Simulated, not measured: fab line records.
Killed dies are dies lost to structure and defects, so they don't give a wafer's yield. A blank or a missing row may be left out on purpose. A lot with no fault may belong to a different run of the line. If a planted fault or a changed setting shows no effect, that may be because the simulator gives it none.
Check for tools in common ; flow gf180mcu ; 13 lots and 37 wafers in the sample

== REASON FOR OPENING ==
On 1 of the 13 lots, a flag is raised at GF_V5_CD_MEAS_14 on the reading cd-nm. Fault-free wafers read 259.6 nm, with a standard deviation of 1.2.
Rule: flag the lot when none of its wafers has a number, or when each of its wafers that has one lies beyond 4 standard deviations from that mean. The other lots count as sound.

lot;measured;on;cd-nm (nm), wafer by wafer;flag
L948;day 28 01:40;cd-sem-02;260.6 261.1 260.5;
L949;day 28 06:58;cd-sem-01;260.7 261.8 261.3;
L950;day 28 11:37;cd-sem-01;257.9 259.4 258.9;
L952;day 29 01:52;cd-sem-01;259.0 258.8 259.2;
L955;day 30 03:52;cd-sem-02;260.7 260.6 259.6;
L956;day 30 09:31;cd-sem-02;257.8 258.1 259.7;
L957;day 30 17:56;cd-sem-01;259.6 259.9 259.0;
L958;day 31 00:29;cd-sem-01;259.1 260.0 260.1;
L959;day 31 02:22;cd-sem-01;260.2 261.2 260.7;
L960;day 31 13:13;cd-sem-02;258.4 257.6 258.1;
L962;day 32 01:04;cd-sem-02;253.8;FLAGGED
L963;day 32 05:41;cd-sem-01;262.8 260.6 261.2;
L971;day 34 04:14;cd-sem-02;259.8 259.4 259.3;
The mean of the flagged lots' numbers is 253.8 nm, -5.8 nm from the usual (-5 standard deviations).

== WHICH TOOL EACH LOT WENT THROUGH ==
3 process steps preceding the reading are held in the record, out of 602 steps in the route. Cell contents, in order: the tool; ch with the chambers the sampled wafers went through; the start.
lot;flag;GF_M5_ETCH_09;GF_V5_CMP_04;GF_V5_EXPOSE_11
L948;;rie-diel-03 ch 0,1,2, day 27 03:08;cmp-01 ch 0,2,3, day 27 04:17;krf-scanner-01 ch 0, day 27 15:25
L949;;rie-diel-02 ch 0,1, day 27 08:47;cmp-01 ch 0,1,3, day 27 09:50;krf-scanner-02 ch 0, day 27 20:59
L950;;rie-diel-02 ch 0,1,3, day 27 14:11;cmp-01 ch 1,2,3, day 27 15:10;krf-scanner-02 ch 0, day 28 02:07
L952;;rie-diel-04 ch 0,1,2, day 28 04:31;cmp-02 ch 0,1,3, day 28 05:34;krf-scanner-02 ch 0, day 28 16:23
L955;;rie-diel-02 ch 0,1,2, day 29 06:28;cmp-02 ch 0,2,3, day 29 07:34;krf-scanner-02 ch 0, day 29 18:08
L956;;rie-diel-04 ch 1,2,3, day 29 13:20;cmp-01 ch 0,1,2, day 29 14:25;krf-scanner-02 ch 0, day 30 00:31
L957;;rie-diel-03 ch 2,3, day 29 21:10;cmp-02 ch 0,1, day 29 22:07;krf-scanner-01 ch 0, day 30 08:31
L958;;rie-diel-02 ch 0,1,2, day 30 04:35;cmp-02 ch 0,2,3, day 30 05:38;krf-scanner-01 ch 0, day 30 15:20
L959;;rie-diel-02 ch 1,2,3, day 30 07:14;cmp-02 ch 1,2,3, day 30 08:10;krf-scanner-02 ch 0, day 30 17:47
L960;;rie-diel-04 ch 0,1,3, day 30 17:47;cmp-02 ch 2,3, day 30 19:02;krf-scanner-01 ch 0, day 31 04:44
L962;FLAGGED;rie-diel-04 ch 1, day 31 05:48;cmp-02 ch 3, day 31 07:05;krf-scanner-02 ch 0, day 31 16:34
L963;;rie-diel-02 ch 0,3, day 31 10:34;cmp-02 ch 1,3, day 31 11:40;krf-scanner-01 ch 0, day 31 21:10
L971;;rie-diel-03 ch 0,1, day 33 10:08;cmp-02 ch 0,1,2, day 33 12:35;krf-scanner-01 ch 0, day 33 20:47
What these steps do:
- GF_M5_ETCH_09: etches Si3N4 in CF4/O2, target depth 52 nm, time 11.6 s.
- GF_V5_CMP_04: polishes SiO2.
- GF_V5_EXPOSE_11: exposes mask Via5, target cd 260 nm.
- GF_V5_CD_MEAS_14: target cd 260 nm.

== FLAGGED AGAINST TOTAL, ONE TOOL AT A TIME (gauges that did the reading follow at the end) ==
step;tool;lots run;flagged;share of the flagged lots;sound lots run after its first flagged lot
GF_M5_ETCH_09;rie-diel-02;6;0;none;-
GF_M5_ETCH_09;rie-diel-03;3;0;none;-
GF_M5_ETCH_09;rie-diel-04;4;1;all;0
GF_V5_CMP_04;cmp-01;4;0;none;-
GF_V5_CMP_04;cmp-02;9;1;all;2 (L963,L971)
GF_V5_EXPOSE_11;krf-scanner-01;6;0;none;-
GF_V5_EXPOSE_11;krf-scanner-02;7;1;all;0
GF_V5_CD_MEAS_14;cd-sem-01;7;0;none;-
GF_V5_CD_MEAS_14;cd-sem-02;6;1;all;1 (L971)

== THE TABLE: WHAT IT ALLOWS ==
4 rows of the table ran every flagged lot: rie-diel-04 at GF_M5_ETCH_09, cmp-02 at GF_V5_CMP_04, krf-scanner-02 at GF_V5_EXPOSE_11, cd-sem-02 at GF_V5_CD_MEAS_14.
- rie-diel-04 at GF_M5_ETCH_09: 1 of its 4 lots flagged. Its last sound lot is L960 (day 30 17:47), its first flagged lot L962 (day 31 05:48): a fault that began between those two fits.
- cmp-02 at GF_V5_CMP_04: 1 of its 9 lots flagged. Sound lots ran on it after the first flagged one (L963, L971), which a lasting fault on the whole tool wouldn't allow.
- krf-scanner-02 at GF_V5_EXPOSE_11: 1 of its 7 lots flagged. Its last sound lot is L959 (day 30 17:47), its first flagged lot L962 (day 31 16:34): a fault that began between those two fits. Its own readings lie more than 4 standard deviations out on every wafer of the flagged lots: exposure-dose-mJ-cm2.
- cd-sem-02 at GF_V5_CD_MEAS_14: 1 of its 6 lots flagged. Sound lots ran on it after the first flagged one (L971), which a lasting fault on the whole tool wouldn't allow.
Because each of these 2 tools fits a fault that began at some hour, counting lots does not separate them. More lots, or a look at what each step does to the wafer, might.

== WHAT THE SIMULATOR HAD INSERTED ==
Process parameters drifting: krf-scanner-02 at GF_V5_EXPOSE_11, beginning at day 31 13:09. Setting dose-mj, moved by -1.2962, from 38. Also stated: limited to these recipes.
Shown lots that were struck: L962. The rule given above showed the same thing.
